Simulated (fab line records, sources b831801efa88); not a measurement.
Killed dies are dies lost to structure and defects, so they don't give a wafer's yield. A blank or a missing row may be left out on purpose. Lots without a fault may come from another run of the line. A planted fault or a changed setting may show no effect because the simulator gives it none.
A struck lot beside a sound one | flow sky130 | 21 steps out of a route of 708
Sound: wafers L440.1, L440.3, L440.5. Struck: wafers L447.2, L447.5, L447.6. The cause comes at the end.
At each step with rows: each side's tool, then ch and its chambers, then its first start. Under that, the readings that differ: sound wafers | struck wafers | difference of the means | sigmas: that difference in standard deviations of wafers without a fault.
alike: readings whose means differ by less than 2 such deviations, and words and numbers that are the same on both sides. not compared: withheld readings, readings that some wafer has no value for, bounds like >300 that may hide the same value, and numbers for which the record gives no deviation and whose values overlap.
The two part at a step that has a row with sigmas, a row that says differs or no value, or rows on one side only. Numbers that don't overlap but have no deviation are shown without sigmas and don't part them. A reading that every wafer of one side lacks parts them only if that side has two wafers or more.

first, 6 steps without rows for these wafers: SKY_DNWELL_COAT_02 (resist thk 3000 nm); SKY_DNWELL_SOFTBAKE_03; SKY_DNWELL_EXPOSE_04 (exposes mask DNM, target cd 3000 nm); SKY_DNWELL_PEB_05; SKY_DNWELL_DEVELOP_06 (develop time 60 s); SKY_DNWELL_IMPLANT_07.
SKY_DNWELL_STRIP_08: strips in O2/N2.
  sound on plasma_asher-01 ch 0,1, day 4 15:49; struck on plasma_asher-04 ch 0,1, day 6 09:44
  alike: drypump_motor_current_A, oes_product_au, strip_time_to_endpoint_s
  not compared: rf_hours_counter_h
SKY_DNWELL_TW_MEAS_09:
  sound on film_metro-02, day 4 15:55; struck on film_metro-03, day 6 09:50
  alike: DNWELL_TW
then, 4 steps without rows for these wafers: SKY_PWDE_DEHYDRATE_00 (time 60 s); SKY_PWDE_HMDS_01 (prime time 60 s); SKY_PWDE_COAT_02 (resist thk 3000 nm); SKY_PWDE_SOFTBAKE_03.
SKY_PWDE_EXPOSE_04: exposes mask PWDEM, target cd 840 nm.
  sound on iline_stepper-02 ch 0, day 5 00:25; struck on iline_stepper-02 ch 0, day 6 19:17
  reading | sound                   | struck            | difference | sigmas
  mask    | PWDEM#0 PWDEM#0 PWDEM#0 | DNM#0 DNM#0 DNM#0 | differs    |
then, 2 steps without rows for these wafers: SKY_PWDE_PEB_05; SKY_PWDE_DEVELOP_06 (develop time 60 s).
SKY_PWDE_OVL_MEAS_07:
  sound on overlay-02, day 5 08:58; struck on overlay-02, day 7 04:13
  reading       | sound       | struck | difference                    | sigmas
  PWDE_OVL (nm) | 3.3 2.3 0.5 | - - -  | no value on the struck wafers |
then, 1 step without rows for these wafers: SKY_PWDE_IMPLANT_08.
SKY_PWDE_STRIP_09: strips in O2/N2.
  sound on plasma_asher-01 ch 0,1, day 5 09:09; struck on plasma_asher-03 ch 0,1, day 7 04:23
  alike: drypump_motor_current_A, oes_product_au, strip_time_to_endpoint_s
  not compared: rf_hours_counter_h
SKY_PWDE_TW_MEAS_10:
  sound on film_metro-03, day 5 09:15; struck on film_metro-04, day 7 04:30
  reading | sound       | struck   | difference | sigmas
  PWDE_TW | 378 377 378 | 30 30 30 | -348       | -97
then, 1 step without rows for these wafers: SKY_NWELL_DEHYDRATE_03 (time 60 s).
-- the record jumps here: 43 days lie between the struck wafers' starts before and after (it left off in module NWELL and takes up again in module PAD_OPEN, whose first step shown is number 708 of the route) --
SKY_PAD_OPEN_PROBE_99:
  sound on prober-02, day 47 13:41; struck on prober-01, day 49 17:53
  reading             | sound    | struck      | difference | sigmas
  killed_at_front_end | 17 15 10 | 429 426 419 | +411       | +91
  killed_dies         | 86 81 78 | 492 492 492 | +410       | +42
  killed_on_rim       | 18 15 11 | 96 96 96    | +81        | +25
  alike: killed_at_M0_to_M3, killed_at_M4_up, killed_at_contacts, killed_at_other, killed_open, killed_short

WHERE THEY PART
First at SKY_PWDE_EXPOSE_04; last, within this record, at SKY_PAD_OPEN_PROBE_99.

WHY: what the simulator had put in
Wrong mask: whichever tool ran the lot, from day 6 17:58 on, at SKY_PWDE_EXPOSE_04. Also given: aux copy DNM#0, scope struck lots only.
